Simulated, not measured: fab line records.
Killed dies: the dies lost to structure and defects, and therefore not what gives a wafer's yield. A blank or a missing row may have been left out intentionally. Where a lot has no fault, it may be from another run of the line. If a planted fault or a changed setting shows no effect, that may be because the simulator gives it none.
fab line records | flow sky130
[record] lots = 12 wafers = 36 last-day = 49
route steps=708 shown METAL1@436 VIA3@576 CAP2M@606 PAD_OPEN@708
lots untouched by any fault: they come from a run of this same line in which no faults occurred
start-h: hours from the record's opening day to when the first of the lot's shown wafers began | wait-h: hours from the lot's prior step to this one | " unchanged from the row above | L1.1+2: a row that stands for several wafers | - no value, or no start was given | * or withheld: withheld | < > ~ a bound
route shown NAME@n: a module of which the file shows steps, and the number in the route of the first | usual: mean and standard deviation over wafers with no fault | same: alike in all rows | chamber/n: place in a boat | sites: per-site readings | _std_site: standard deviation of those values | _edge_site: outer sites' mean less inner sites' | radius-mm: for every site, how far away it sits from the centre of the wafer | mask NAME#n: copy n | behind: the last tool/chamber to shape the wafer | hold: why the lot was held/for how many hours/how that ended | device: transistor that didn't switch, given as n, p or np | end of line: tests run on the same wafers once the route is complete | for a step that has no rows: nothing shown but its recipe | killed: dies lost to structure and defects at the first sort, not the wafer's yield | map: a wafer's dies, x killed, . not, _ none there
set.NAME: the setting as run; set.NAME@STEP: as run at that earlier step | model.NAME: the simulator's own value behind a step, which no gauge read
route steps across a sampled set of lots; one table per step, one row per wafer
services: when a tool's chamber went out of use (start-h, in hours from the record's first day, below 0 if earlier), for how many hours, and the reason
[[steps]]
[step SKY_METAL1_SPUTTER_02]
[recipe] material = AlCu target-thk-nm = 250 power-w = 10600 time-s = 13.3 chamber-pressure-pa = 0.4
[usual] cathode-dc-power-W = 10600/1.8 throttle-valve-pct = 30.1/0.87
// columns lot.wafer tool chamber start-h wait-h cathode-dc-power-W throttle-valve-pct
L970.4 pvd-sputter-04 - 738.09 0.0 10600 31.0
L970.5 " - " " 10601 30.8
L970.6 " - " " 10601 28.7
L971.3 pvd-sputter-02 - 764.25 0.0 10601 29.3
L971.5 " - " " 10598 30.6
L971.6 " - " " 10601 30.7
L972.1 pvd-sputter-02 - 764.99 0.0 10600 30.9
L972.3 " - " " 10599 29.0
L972.4 " - " " 10602 29.4
L973.2 pvd-sputter-01 - 765.89 0.0 10599 29.2
L973.3 " - " " 10600 30.1
L973.4 " - " " 10600 30.4
L975.1 pvd-sputter-01 - 784.05 0.0 10600 31.1
L975.3 " - " " 10598 29.0
L975.6 " - " " 10596 30.1
L978.1 pvd-sputter-01 - 812.06 0.0 10600 31.1
L978.2 " - " " 10599 28.9
L978.4 " - " " 10601 29.8
L980.1 pvd-sputter-01 - 821.40 0.0 10602 30.4
L980.4 " - " " 10599 31.4
L980.6 " - " " 10601 28.5
L979.2 pvd-sputter-02 - 822.10 0.0 10602 30.7
L979.5 " - " " 10600 30.8
L979.6 " - " " 10600 29.2
L981.3 pvd-sputter-04 - 827.60 0.0 10602 30.6
L981.4 " - " " 10602 29.1
L981.6 " - " " 10598 30.7
L985.3 pvd-sputter-01 - 864.10 0.0 10598 29.5
L985.5 " - " " 10596 30.1
L985.6 " - " " 10600 29.6
L986.1 pvd-sputter-01 - 869.55 0.0 10598 29.7
L986.3 " - " " 10601 28.8
L986.6 " - " " 10599 29.3
L990.2 pvd-sputter-01 - 895.91 0.0 10600 28.8
L990.5 " - " " 10602 30.3
L990.6 " - " " 10599 28.9
[step SKY_VIA3_BOW_MEAS_03]
[recipe] mode = bow
[usual] VIA3_BOW = 82/7.7
// columns lot.wafer tool chamber start-h wait-h VIA3_BOW[um]
L970.4 film-metro-04 - 903.64 0.2 86
L970.5 " - " " 72
L970.6 " - " " 88
L971.3 film-metro-02 - 927.01 0.3 86
L971.5 " - " " 82
L971.6 " - " " 79
L972.1 film-metro-04 - 928.12 0.1 82
L972.3 " - " " 80
L972.4 " - " " 78
L973.2 film-metro-03 - 929.92 0.2 80
L973.3 " - " " 95
L973.4 " - " " 89
L975.1 film-metro-04 - 946.87 0.1 77
L975.3 " - " " 84
L975.6 " - " " 76
L978.1 film-metro-02 - 972.45 0.2 82
L978.2 " - " " 75
L978.4 " - " " 82
L980.1 film-metro-04 - 981.25 0.2 76
L980.4 " - " " 77
L980.6 " - " " 91
L979.2 film-metro-03 - 982.17 0.1 67
L979.5 " - " " 68
L979.6 " - " " 81
L981.3 film-metro-04 - 986.64 0.2 89
L981.4 " - " " 89
L981.6 " - " " 84
L985.3 film-metro-04 - 1018.57 0.2 84
L985.5 " - " " 89
L985.6 " - " " 74
L986.1 film-metro-04 - 1023.40 0.2 91
L986.3 " - " " 92
L986.6 " - " " 89
L990.2 film-metro-02 - 1045.04 0.3 71
L990.5 " - " " 73
L990.6 " - " " 71
[step SKY_VIA3_CMP_24]
[recipe] stop-on = SiO2 t-overpolish-s = 20 down-force-psi = 3.5 platen-rpm = 58.94 target-thk-nm = 0 pad-velocity-m-s = 0.94248
[usual] motor-current-A = 10.8/0.83 overpolish-run-s = 20.000/0.0092 time-to-endpoint-s = 95.1/2.3
// columns lot.wafer tool chamber start-h wait-h motor-current-A overpolish-run-s time-to-endpoint-s
L970.4 cmp-01 0 929.31 0.1 10.5 19.990 98.9
L970.5 " 3 " " 10.9 19.995 97.6
L970.6 " 0 " " 10.8 20.014 95.6
L971.3 cmp-01 3 953.16 0.2 11.2 20.006 99.7
L971.5 " 0 " " 10.6 19.992 93.6
L971.6 " 1 " " 11.2 20.010 95.3
L972.3 cmp-01 1 953.62 0.0 11.2 20.018 91.3
L972.4 " 3 " " 10.8 20.020 93.0
L972.1 " 0 " " 11.1 19.994 96.4
L973.3 cmp-02 1 955.28 0.1 12.2 20.013 95.1
L973.4 " 2 " " 11.7 19.995 93.1
L973.2 " 3 " " 9.6 19.990 95.0
L975.3 cmp-01 0 971.45 0.0 10.4 20.003 95.1
L975.1 " 2 " " 9.9 20.003 96.5
L975.6 " 0 " " 10.8 20.007 95.6
L978.1 cmp-02 2 996.93 0.1 11.0 19.990 96.7
L978.4 " 3 " " 9.2 19.992 99.7
L978.2 " 0 " " 11.8 19.996 97.7
L980.4 cmp-02 0 1006.17 0.1 12.2 19.990 97.7
L980.1 " 1 " " 12.1 19.991 97.0
L980.6 " 2 " " 11.2 19.995 93.2
L979.2 cmp-01 1 1006.90 0.1 10.2 20.005 95.4
L979.6 " 3 " " 11.3 20.002 92.7
L979.5 " 0 " " 10.1 19.997 97.0
L981.4 cmp-02 2 1010.98 0.1 10.7 19.991 92.6
L981.3 " 0 " " 12.1 20.000 96.1
L981.6 " 1 " " 11.3 20.000 94.7
L985.3 cmp-01 1 1042.43 0.2 10.7 20.005 93.3
L985.5 " 0 " " 10.5 19.997 94.3
L985.6 " 1 " " 10.5 20.001 92.8
L986.3 cmp-01 3 1046.77 0.1 11.3 19.983 95.3
L986.1 " 0 " " 10.5 19.998 96.0
L986.6 " 1 " " 10.3 19.983 94.8
L990.2 cmp-02 2 1068.22 0.2 11.4 19.988 93.9
L990.6 " 3 " " 9.1 20.007 91.7
L990.5 " 0 " " 12.1 20.002 96.1
[step SKY_CAP2M_RS_MEAS_03]
[recipe] thk-meas-gauge = four-point-probe reads = TiN_of_CAP2M_SPUTTER_02
[usual] CAP2M_TIN_RS = 6.89/0.065
// columns lot.wafer tool chamber start-h wait-h CAP2M_TIN_RS[ohm/sq]
L970.4 film-metro-01 - 930.07 0.1 6.88
L970.5 " - " " 6.79
L970.6 " - " " 6.85
L971.3 film-metro-01 - 953.70 0.1 6.87
L971.5 " - " " 6.87
L971.6 " - " " 6.83
L972.1 film-metro-03 - 954.27 0.1 6.84
L972.3 " - " " 6.80
L972.4 " - " " 6.90
L973.2 film-metro-03 - 955.89 0.1 7.00
L973.3 " - " " 6.93
L973.4 " - " " 6.85
L975.1 film-metro-04 - 972.10 0.1 6.81
L975.3 " - " " 6.76
L975.6 " - " " 6.84
L978.1 film-metro-04 - 997.58 0.1 6.75
L978.2 " - " " 6.88
L978.4 " - " " 6.88
L980.1 film-metro-01 - 1006.72 0.1 7.01
L980.4 " - " " 6.98
L980.6 " - " " 6.99
L979.2 film-metro-01 - 1007.47 0.1 6.88
L979.5 " - " " 6.93
L979.6 " - " " 6.95
L981.3 film-metro-03 - 1011.61 0.1 6.90
L981.4 " - " " 6.80
L981.6 " - " " 6.84
L985.3 film-metro-01 - 1043.06 0.1 6.99
L985.5 " - " " 6.90
L985.6 " - " " 6.91
L986.1 film-metro-04 - 1047.34 0.1 7.00
L986.3 " - " " 6.96
L986.6 " - " " 7.01
L990.2 film-metro-01 - 1068.74 0.1 6.86
L990.5 " - " " 6.95
L990.6 " - " " 6.96
[step SKY_PAD_OPEN_PROBE_99]
[usual] defect-limited-yield = 82.6/2.1 killed_at_M0_to_M3 = 44/7.5 killed_at_M4_up = 3.1/1.7 killed-at-contacts = 24/6.2 killed-at-front-end = 15/4.2 killed-at-other = 0.4/0.58 killed-dies = 85/10 killed-open = 47/7.7 killed-short = 38/6.4 sort_bin_3_pad_short = 0.8/0.41 sort_bin_5_function = 10.3/1.7 sort_bin_6_memory = 6.2/1.1 sort-n-pass = 407/10 sort-yield-pct = 82.6/2.1
[same] gross-dies = 492 killed-at-back-side = 0 sort_bin_4_leakage[%] = 0 sort_bin_8_speed[%] = 0
// columns lot.wafer tool chamber start-h wait-h defect-limited-yield[%] killed_at_M0_to_M3 killed_at_M4_up killed-at-contacts killed-at-front-end killed-at-other killed-dies killed-open killed-short sort_bin_3_pad_short[%] sort_bin_5_function[%] sort_bin_6_memory[%] sort-n-pass sort-yield-pct[%]
L986.1 prober-02 - 1171.70 0.1 83.5 40 2 26 13 0 81 43 38 0.8 8.9 6.7 411 83.5
L986.3 prober-02 - 1171.80 0.2 76.0 73 2 27 16 0 118 46 46 2.0 16.3 5.7 374 76.0
L986.6 prober-02 - 1171.95 0.2 83.1 42 2 22 16 1 83 39 44 0.8 8.3 7.7 409 83.1
L990.2 prober-02 - 1187.38 0.1 79.3 70 2 21 9 0 102 40 38 1.4 10.6 8.7 390 79.3
L990.5 prober-02 - 1187.53 0.2 83.9 42 3 20 13 1 79 46 33 0.8 8.5 6.7 413 83.9
L990.6 prober-02 - 1187.58 0.2 75.6 80 4 19 16 1 120 46 48 3.9 12.8 7.7 372 75.6
// killed by level:class
L986.1 VIA1:geometric-particle:open=12 CONTACT:geometric-particle:open=11 CONTACT:geometric-particle:short=6 VIA3:geometric-particle:open=6 LI_CONTACT:geometric-particle:open=5 METAL1:geometric-particle:short=5 METAL2:geometric-particle:short=5 SPACER:geometric-particle:short=4
L986.3 METAL1:unspecified=26 METAL1:geometric-particle:short=11 CONTACT:geometric-particle:short=8 VIA2:geometric-particle:open=8 LI_CONTACT:geometric-particle:open=7 CONTACT:geometric-particle:open=7 VIA1:geometric-particle:open=7 VIA1:geometric-particle:short=6
L986.6 VIA1:geometric-particle:open=8 METAL1:geometric-particle:short=7 METAL2:geometric-particle:short=7 VIA3:geometric-particle:open=7 CONTACT:geometric-particle:open=6 LI_CONTACT:geometric-particle:open=5 CONTACT:geometric-particle:short=5 POLY_GATE:geometric-particle:open=4
L990.2 METAL1:unspecified=24 CONTACT:geometric-particle:open=8 VIA3:geometric-particle:open=8 METAL1:geometric-particle:short=7 VIA1:geometric-particle:open=6 METAL2:geometric-particle:short=6 VIA2:geometric-particle:open=5 LI_CONTACT:geometric-particle:open=4
L990.5 VIA3:geometric-particle:open=9 CONTACT:geometric-particle:open=8 VIA1:geometric-particle:open=8 LI_CONTACT:geometric-particle:open=6 METAL1:geometric-particle:short=6 POLY_GATE:geometric-particle:short=4 METAL2:geometric-particle:short=4 FIELD_ISO:geometric-particle:open=3
L990.6 METAL1:unspecified=26 VIA1:geometric-particle:open=8 VIA1:geometric-particle:short=8 METAL1:geometric-particle:short=7 VIA3:geometric-particle:open=7 VIA2:geometric-particle:open=6 FIELD_ISO:geometric-particle:open=5 POLY_GATE:geometric-particle:short=5
[[services]]
// columns tool chamber start-h hours kind
pvd-sputter-04 - 730.83 1.4 repair
cmp-01 - 744.17 4.0 pm
cmp-01 - 748.17 - consumable-replace:conditioner
cmp-01 - 748.17 - consumable-replace:pad
cmp-02 - 760.87 7.6 pm
cmp-02 - 777.06 0.4 repair
cmp-02 - 787.01 1.3 repair
cmp-01 - 799.99 0.9 repair
pvd-sputter-01 - 838.35 1.6 repair
cmp-02 - 844.74 3.4 pm
cmp-02 - 852.67 2.3 repair
cmp-02 - 861.98 1.3 repair
cmp-01 - 873.83 3.1 repair
cmp-02 - 912.14 4.0 pm
pvd-sputter-04 - 937.41 8.7 repair
pvd-sputter-04 - 964.66 21.3 repair
pvd-sputter-02 - 965.46 5.1 repair
cmp-02 - 973.11 12.0 pm
cmp-01 - 984.86 1.3 repair
pvd-sputter-01 - 999.93 6.8 repair
cmp-01 - 1021.88 10.0 pm
cmp-01 - 1031.91 7.1 pm
cmp-01 - 1039.96 1.6 repair
cmp-01 - 1064.15 0.2 repair
[[key]]
[first-sign] step = SKY_PAD_OPEN_PROBE_99 reading = killed_at_M0_to_M3 direction = up sigmas = 4.1 usual = 44 struck = 74
[effect] step = SKY_PAD_OPEN_PROBE_99 reading = sort_bin_3_pad_short direction = up sigmas = 3.9 usual = 0.8 struck = 2.4 wafers-moved = 2
met-at SKY_METAL1_SPUTTER_02
struck-lots L986,L990
struck-wafers L986.3,L990.2,L990.6
not-acting-at SKY_VIA3_BOW_MEAS_03,SKY_VIA3_CMP_24,SKY_CAP2M_RS_MEAS_03
onset-between 821.40 869.55
[fault] kind = chamber-particle-source tool = pvd-sputter-01 chamber = - onset-h = 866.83 steps = SKY_METAL1_SPUTTER_02 rate-per-visit-cm2 = 0.76408 end-h = 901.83 scope = struck-wafers-only
